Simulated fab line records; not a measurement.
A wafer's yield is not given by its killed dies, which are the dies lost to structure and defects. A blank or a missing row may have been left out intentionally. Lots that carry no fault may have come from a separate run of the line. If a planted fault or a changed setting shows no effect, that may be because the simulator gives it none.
Matching of chambers | flow gf180mcu | GF_V4_CVD_02 on pecvd-03: 3 sister chambers
The step deposits SiO2 from TEOS, target thk 850 nm, time 94.851 s. 3 wafers are shown with their chamber, then 9 later ones without.

## WAFERS, EACH WITH ITS CHAMBER
wafer  | chamber | heaterPowerW (W)
L082.5 | 2       | 405
L086.2 | 1       | 829
L086.6 | 0       | 746

## WAFERS WITHOUT THEIR CHAMBER
wafer  | heaterPowerW (W)
L087.1 | 692
L087.3 | 812
L087.4 | 842
L090.3 | 765
L090.4 | 815
L090.5 | 465
L096.1 | 496
L096.3 | 711
L096.5 | 787

## THE CHAMBER EACH PASSED THROUGH
wafer  | from the rows above     | in truth
L087.1 | can't be placed: 0 or 1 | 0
L087.3 | can't be placed: 1 or 0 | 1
L087.4 | can't be placed: 1 or 0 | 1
L090.3 | can't be placed: 0 or 1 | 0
L090.4 | can't be placed: 1 or 0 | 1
L090.5 | 2                       | 2
L096.1 | 2                       | 2
L096.3 | can't be placed: 0 or 1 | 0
L096.5 | can't be placed: 0 or 1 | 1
2 of 9 placed correctly. Unplaceable from these rows: 7, with the true chamber sitting among the candidates in 7. 0 placed wrongly.
How it was worked out, from the rows above alone: a wafer's distance from a chamber is the root of the sum, over the readings, of the square of ((its reading less the chamber's mean) divided by the reading's scatter). The wafer belongs to the nearest chamber; if the next one is less than 2 further off, it can't be placed. The mean given for a chamber averages the wafers shown for that chamber. The scatter: with one shown wafer a chamber, the root of the mean of the squares of how far each hidden wafer lies from its nearest shown one.
